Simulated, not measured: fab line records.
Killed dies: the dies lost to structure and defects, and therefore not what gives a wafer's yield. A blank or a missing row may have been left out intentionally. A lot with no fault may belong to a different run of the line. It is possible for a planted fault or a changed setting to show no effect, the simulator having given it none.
fab line records    flow sky130
[record] lots = 11  wafers = 33  last-day = 50
route steps=708 shown GATE_OXIDE@188 VIA2@509 CAPM@551 METAL3@563
lots with no fault: from the same line, run without faults
start-h: the number of hours between the record's first day and the start of the first shown wafer of the lot    wait-h: hours since the lot's step before    " identical to the entry in the row above    L1.1+2: a row that stands for several wafers    - no value, or no start given    * or withheld: withheld    < > ~ a bound
route shown NAME@n: a module of which the file shows steps, and the number in the route of the first    usual: mean/standard deviation taken from wafers without a fault    same: alike in all rows    chamber/n: place in a boat    sites: readings site by site    _std_site: how widely they spread, as a standard deviation    _edge_site: inner sites' mean taken away from outer sites' mean    radius-mm: how far each site lies from the wafer's centre    mask NAME#n: copy n    behind: tool/chamber where the wafer was last shaped    hold: reason for holding the lot/hours on hold/outcome of the hold    device: names the non-switching transistor (n, p or np)    end of line: the route-end tests of the same wafers    where a step has no rows: the recipe by itself    killed: count of dies lost to structure and defects at first sort (not the wafer's yield)    map: dies across one wafer; x = killed, . = not, _ = none there
set.NAME: the setting as run; set.NAME@STEP: as run at that earlier step    model.NAME: the simulator's own value behind a step, which no gauge read
steps of the route over a sample of lots; a table a step, a row a wafer
services: the hour from which a tool's chamber was out of use, counted from the record's first day as start-h (under 0 if before that day), plus the number of hours and why
[[steps]]
[step SKY_GATE_OXIDE_OXIDATION_01]
[recipe] temp-c = 900  ambient = O2  stabilise-s = 600  purge-s = 300  target-thk-a = 102.68  ox-time-s = 1473
[usual] spike-tc-bottom-C = 921.4/2.2  spike-tc-centre-C = 899.6/1.6  spike-tc-lower-C = 901.2/1.2  spike-tc-top-C = 907.6/2.9  spike-tc-upper-C = 902.2/1.5  tube-center-temp-C = 900.01/0.09  tube_center_temp_C_max = 902.3/0.36  zone-power-centre-pct = 19.4/0.35
lot.wafer  tool        chamber  start-h  wait-h  spike-tc-bottom-C  spike-tc-centre-C  spike-tc-lower-C  spike-tc-top-C  spike-tc-upper-C  tube-center-temp-C  tube_center_temp_C_max  zone-power-centre-pct
L638.4     furnace-01  0        291.63   0.2     924.0              901.5              900.3             911.2           904.6             899.93              902.0                   19.3
L638.5     "           0        "        "       925.1              900.2              902.1             910.0           904.9             899.97              902.6                   18.8
L638.6     "           0        "        "       923.2              899.7              902.4             909.9           902.2             899.87              902.8                   19.4
L639.1     furnace-01  0        294.44   0.3     923.3              901.6              903.0             911.1           901.0             900.21              903.0                   19.4
L639.3     "           0        "        "       922.9              899.4              902.5             910.0           903.2             900.12              902.4                   19.0
L639.5     "           0        "        "       923.1              900.6              902.5             910.1           902.9             900.05              901.9                   19.1
L641.1     furnace-02  0        309.26   0.2     916.9              897.3              899.6             903.1           901.0             900.05              902.3                   19.9
L641.4     "           0        "        "       920.4              897.1              899.4             904.0           899.9             899.97              902.2                   19.6
L641.5     "           0        "        "       918.9              897.6              901.4             905.8           900.5             900.01              902.8                   19.7
L644.1     furnace-02  0        338.83   1.6     919.5              895.6              899.8             901.7           900.8             899.94              902.3                   19.9
L644.2     "           0        "        "       919.6              897.7              900.4             905.0           900.2             899.98              902.7                   19.7
L644.4     "           0        "        "       919.9              897.9              902.5             905.2           900.8             899.98              902.7                   19.9
L647.1     furnace-02  0        369.34   0.2     934.8              911.6              916.5             919.5           915.8             915.22              917.3                   20.6
L647.5     "           0        "        "       934.5              910.8              915.6             919.3           917.0             915.08              918.3                   20.6
L647.6     "           0        "        "       934.7              913.9              915.5             920.3           913.9             915.14              917.0                   20.3
L648.1     furnace-02  0        376.17   0.8     934.6              913.6              915.8             916.7           914.3             915.21              917.4                   21.2
L648.5     "           0        "        "       934.8              914.0              917.0             918.4           916.5             915.17              918.1                   20.4
L648.6     "           0        "        "       934.5              911.8              915.5             920.7           916.2             915.14              917.2                   20.6
L655.1     furnace-01  0        424.65   0.3     922.0              901.5              903.1             911.7           902.0             900.1               902.3                   19.2
L655.5     "           0        "        "       922.7              902.0              901.6             910.3           903.1             900.03              902.6                   19.0
L655.6     "           0        "        "       922.6              900.5              900.9             910.7           902.7             899.99              902.9                   19.1
L656.1     furnace-01  0        439.94   1.1     923.8              900.6              901.0             910.3           903.9             899.88              902.4                   19.0
L656.2     "           0        "        "       925.3              901.2              900.2             909.4           902.7             899.86              902.1                   19.4
L656.5     "           0        "        "       923.9              901.6              901.1             909.2           902.7             899.89              901.9                   19.2
L657.1     furnace-01  0        443.15   0.0     922.8              898.9              901.5             908.3           902.2             899.88              902.3                   19.3
L657.3     "           0        "        "       923.4              901.2              900.7             909.2           903.9             900                 902.7                   19.1
L657.4     "           0        "        "       922.4              901.4              900.6             908.6           903.3             899.99              902.0                   19.0
L658.2     furnace-01  0        453.38   0.0     923.1              900.6              903.3             910.7           902.7             900.08              902.2                   19.2
L658.3     "           0        "        "       923.7              900.8              902.4             909.7           905.0             900.09              902.5                   19.6
L658.5     "           0        "        "       921.7              901.0              901.2             910.1           902.9             899.84              902.2                   19.4
L660.1     furnace-02  0        474.53   0.0     918.6              897.6              901.5             903.5           900.9             900.05              902.0                   20.0
L660.5     "           0        "        "       919.8              897.9              901.4             903.8           901.9             900                 902.9                   20.0
L660.6     "           0        "        "       917.5              898.3              899.2             902.7           899.2             900.04              902.4                   19.9
[step SKY_GATE_OXIDE_THK_MEAS_02]
[recipe] reads = SiO2_of_GATE_OXIDE_OXIDATION_01
[usual] GATE_OXIDE_OXIDATION_00_THK = 10.26/0.21
lot.wafer  tool           chamber  start-h  wait-h  hold                      GATE_OXIDE_OXIDATION_00_THK[nm]
L638.4     film-metro-03  -        293.07   0.0     -                         10.26
L638.5     "              -        "        "       -                         10.19
L638.6     "              -        "        "       -                         10.19
L639.1     film-metro-04  -        295.84   0.0     -                         10.56
L639.3     "              -        "        "       -                         10.65
L639.5     "              -        "        "       -                         10.30
L641.1     film-metro-04  -        310.67   0.0     -                         10.22
L641.4     "              -        "        "       -                         10.13
L641.5     "              -        "        "       -                         10.14
L644.1     film-metro-04  -        340.24   0.0     -                         10.61
L644.2     "              -        "        "       -                         10.47
L644.4     "              -        "        "       -                         10.44
L647.1     film-metro-04  -        370.75   0.0     await-dispo/0.2h/release  12.22
L647.5     "              -        "        "       await-dispo/0.2h/release  12.17
L647.6     "              -        "        "       await-dispo/0.2h/release  12.40
L647.1     film-metro-04  -        370.97   0.2     -                         12.18
L647.5     "              -        "        "       -                         12.22
L647.6     "              -        "        "       -                         12.30
L648.1     film-metro-02  -        377.57   0.0     await-dispo/0.2h/release  12.48
L648.5     "              -        "        "       await-dispo/0.2h/release  12.20
L648.6     "              -        "        "       await-dispo/0.2h/release  12.34
L648.1     film-metro-02  -        377.80   0.2     -                         12.48
L648.5     "              -        "        "       -                         12.20
L648.6     "              -        "        "       -                         12.31
L655.1     film-metro-02  -        426.05   0.0     -                         10.03
L655.5     "              -        "        "       -                         10.08
L655.6     "              -        "        "       -                         10.07
L656.1     film-metro-02  -        441.35   0.0     -                         10.43
L656.2     "              -        "        "       -                         10.41
L656.5     "              -        "        "       -                         10.22
L657.1     film-metro-02  -        444.55   0.0     -                         10.22
L657.3     "              -        "        "       -                         10.28
L657.4     "              -        "        "       -                         10.50
L658.2     film-metro-03  -        454.80   0.0     -                         10.30
L658.3     "              -        "        "       -                         10.27
L658.5     "              -        "        "       -                         10.29
L660.1     film-metro-03  -        475.94   0.0     -                         10.22
L660.5     "              -        "        "       -                         10.26
L660.6     "              -        "        "       -                         10.10
[step SKY_VIA2_CMP_02]
[recipe] material = SiO2  down-force-psi = 4  platen-rpm = 60  pad-velocity-m-s = 0.94248
[usual] head-pressure-psi = 3.999/0.0083  motor-current-A = 12.8/1.2
lot.wafer  tool    chamber  start-h  wait-h  head-pressure-psi  motor-current-A
L638.4     cmp-01  0        830.62   0.2     3.999              10.1
L638.5     "       1        "        "       4.007              12.9
L638.6     "       2        "        "       4.001              13.6
L639.3     cmp-01  2        834.63   0.1     3.978              14.4
L639.1     "       3        "        "       4.007              13.6
L639.5     "       2        "        "       3.985              13.3
L641.1     cmp-01  0        851.40   0.1     4.008              10.4
L641.4     "       1        "        "       4.000              12.6
L641.5     "       2        "        "       3.989              13.8
L644.4     cmp-02  0        875.55   0.0     4.016              13.6
L644.2     "       1        "        "       3.990              13.8
L644.1     "       2        "        "       4.013              11.0
L647.1     cmp-01  3        906.39   0.1     4.004              14.0
L647.6     "       2        "        "       4.010              13.4
L647.5     "       3        "        "       4.005              14.4
L648.1     cmp-01  0        907.55   0.2     4.002              10.7
L648.5     "       1        "        "       3.999              12.7
L648.6     "       2        "        "       3.990              14.0
L655.1     cmp-01  1        947.14   0.2     3.997              12.0
L655.6     "       2        "        "       4.006              14.1
L655.5     "       3        "        "       4.000              13.2
L656.2     cmp-01  2        961.37   0.1     3.983              14.5
L656.1     "       3        "        "       4.000              14.8
L656.5     "       0        "        "       3.984              10.8
L657.3     cmp-01  2        965.50   0.0     3.997              15.0
L657.4     "       3        "        "       3.993              14.7
L657.1     "       0        "        "       4.002              10.4
L658.3     cmp-02  1        971.19   0.0     3.999              12.0
L658.2     "       2        "        "       4.001              11.6
L658.5     "       1        "        "       4.020              12.4
L660.1     cmp-02  2        988.47   0.1     3.993              11.3
L660.6     "       2        "        "       3.985              11.1
L660.5     "       3        "        "       4.001              13.2
[step SKY_CAPM_STRIP_14]
[recipe] chemistry = O2/N2  power-w = 1400  pressure-mtorr = 1500  platen-temp-c = withheld  o2-flow-sccm = 3000  n2-flow-sccm = 300  overash-fraction = 0.5
[usual] drypump-motor-current-A = 5.8/0.63  o2-flow-sccm = 3000/9.3  oes-product-au = 0.710/0.0045  strip-time-to-endpoint-s = 12.63/0.042
lot.wafer  tool             chamber  start-h  wait-h  drypump-motor-current-A  o2-flow-sccm  oes-product-au  rf-hours-counter-h  strip-time-to-endpoint-s
L638.4     plasma-asher-01  0        886.54   0.1     5.4                      2992          0.712           -                   12.63
L638.5     "                0        "        "       5.4                      2985          0.709           -                   12.63
L638.6     "                1        "        "       5.0                      3009          0.707           -                   12.64
L639.1     plasma-asher-04  0        888.48   0.1     6.7                      2998          0.708           76                  12.61
L639.3     "                0        "        "       6.7                      2988          0.700           -                   12.56
L639.5     "                0        "        "       6.7                      2989          0.715           -                   12.62
L641.1     plasma-asher-01  0        903.57   0.1     5.4                      3014          0.716           110                 12.61
L641.4     "                1        "        "       5.0                      2982          0.714           -                   12.65
L641.5     "                0        "        "       5.4                      2994          0.706           -                   12.66
L644.1     plasma-asher-04  0        927.66   0.1     6.7                      2998          0.713           80                  12.65
L644.2     "                1        "        "       6.1                      3003          0.712           80                  12.63
L644.4     "                1        "        "       6.1                      3013          0.707           -                   12.58
L647.1     plasma-asher-04  1        957.68   0.1     6.1                      3006          0.714           83                  12.71
L647.5     "                1        "        "       6.1                      3007          0.719           -                   12.68
L647.6     "                0        "        "       6.7                      3007          0.703           -                   12.74
L648.1     plasma-asher-04  1        958.93   0.1     6.1                      2994          0.709           83                  12.64
L648.5     "                0        "        "       6.7                      2996          0.708           -                   12.59
L648.6     "                1        "        "       6.1                      2993          0.706           -                   12.70
L655.1     plasma-asher-01  0        997.68   0.1     5.4                      2998          0.712           118                 12.66
L655.5     "                0        "        "       5.4                      3005          0.717           -                   12.62
L655.6     "                1        "        "       5.0                      3024          0.719           -                   12.68
L656.1     plasma-asher-04  0        1009.93  0.1     6.7                      3003          0.706           89                  12.62
L656.2     "                1        "        "       6.1                      2987          0.703           89                  12.62
L656.5     "                1        "        "       6.1                      3001          0.712           -                   12.63
L657.1     plasma-asher-01  1        1014.68  0.1     5.0                      2993          0.711           120                 12.65
L657.3     "                1        "        "       5.0                      3015          0.702           -                   12.60
L657.4     "                0        "        "       5.4                      3016          0.716           -                   12.71
L658.2     plasma-asher-03  1        1019.58  0.1     5.5                      3015          0.713           55                  12.69
L658.3     "                0        "        "       5.1                      3010          0.718           -                   12.65
L658.5     "                1        "        "       5.5                      3022          0.705           -                   12.60
L660.1     plasma-asher-03  0        1036.28  0.1     5.0                      2987          0.711           57                  12.61
L660.5     "                0        "        "       5.1                      2979          0.711           -                   12.62
L660.6     "                1        "        "       5.6                      2988          0.705           -                   12.64
[step SKY_METAL3_CD_MEAS_13]
[recipe] target-cd-nm = 300
[usual] cd-nm = 299.7/1.5
lot.wafer  tool       chamber  start-h  wait-h  cd-nm
L638.4     cd-sem-02  -        912.62   -       301.7
L638.5     "          -        "        "       302.0
L638.6     "          -        "        "       301.4
L639.1     cd-sem-02  -        913.42   -       299.9
L639.3     "          -        "        "       299.2
L639.5     "          -        "        "       299.8
L641.1     cd-sem-02  -        929.27   -       302.8
L641.4     "          -        "        "       301.1
L641.5     "          -        "        "       301.4
L644.1     cd-sem-01  -        952.77   -       299.9
L644.2     "          -        "        "       299.8
L644.4     "          -        "        "       300.6
L647.1     cd-sem-02  -        982.27   -       297.0
L647.5     "          -        "        "       297.9
L647.6     "          -        "        "       298.9
L648.1     cd-sem-02  -        982.92   -       300.4
L648.5     "          -        "        "       298.6
L648.6     "          -        "        "       300.5
L655.1     cd-sem-01  -        1020.97  -       299.1
L655.5     "          -        "        "       298.0
L655.6     "          -        "        "       298.8
L656.1     cd-sem-01  -        1033.02  -       299.9
L656.2     "          -        "        "       300.9
L656.5     "          -        "        "       299.6
L657.1     cd-sem-01  -        1037.52  -       299.2
L657.3     "          -        "        "       299.3
L657.4     "          -        "        "       300.7
L658.2     cd-sem-01  -        1042.89  -       300.6
L658.3     "          -        "        "       301.4
L658.5     "          -        "        "       300.8
L660.1     cd-sem-02  -        1059.33  -       300.7
L660.5     "          -        "        "       299.5
L660.6     "          -        "        "       299.8
[[services]]
tool        chamber  start-h  hours  kind
furnace-01  -        311.67   11.1   pm
furnace-01  -        322.81   4.2    pm
cmp-01      -        334.87   0.5    repair
cmp-01      -        356.84   0.4    repair
cmp-01      -        426.25   2.6    pm
furnace-01  -        480.95   2.9    pm
cmp-01      -        487.00   0.3    repair
furnace-01  -        503.97   4.7    pm
cmp-01      -        542.12   0.4    repair
cmp-01      -        572.00   4.0    pm
cmp-01      -        620.54   2.9    repair
cmp-01      -        622.27   1.6    repair
cmp-01      -        632.79   74.2   repair
furnace-01  -        648.78   2.4    pm
cmp-01      -        658.81   0.6    repair
cmp-01      -        708.11   3.7    pm
cmp-01      -        717.94   0.8    repair
cmp-01      -        765.03   0.3    repair
cmp-01      -        795.25   6.1    pm
cmp-01      -        912.00   4.0    pm
cmp-01      -        970.18   12.8   pm
cmp-01      -        1017.31  0.5    repair
cmp-01      -        1017.54  1.0    repair
cmp-01      -        1028.60  0.4    repair
[[key]]
[first-sign] step = SKY_GATE_OXIDE_OXIDATION_01  reading = tube-center-temp-C  direction = up  sigmas = 99+  usual = *  struck = *
[effect] step = SKY_GATE_OXIDE_OXIDATION_01  reading = tube_center_temp_C_max  direction = up  sigmas = 42  usual = *  struck = *
[effect] step = SKY_GATE_OXIDE_THK_MEAS_02  reading = visit  direction = added
[effect] step = SKY_GATE_OXIDE_THK_MEAS_02  reading = GATE_OXIDE_OXIDATION_00_THK  direction = up  sigmas = 9.5  usual = 10.26  struck = 12.30
met-at SKY_GATE_OXIDE_OXIDATION_01
struck-lots L647,L648
tester-left-out L647,L648
not-acting-at SKY_VIA2_CMP_02,SKY_CAPM_STRIP_14,SKY_METAL3_CD_MEAS_13
onset-between 338.83 369.34
[fault] kind = process-parameter-drift  tool = furnace-02  chamber = -  onset-h = 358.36  steps = SKY_GATE_OXIDE_OXIDATION_01  channel = temp-c  offset = *  shape = step  end-h = 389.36  acts-in = *  stated = *
// tester-left-out: of these lots the tester's yield and bins aren't shown, on N5 and GAA mostly nor the transistor test; their killed dies are dies lost to structure and defects alone, not to doping, threshold or leakage, so they don't give the yield
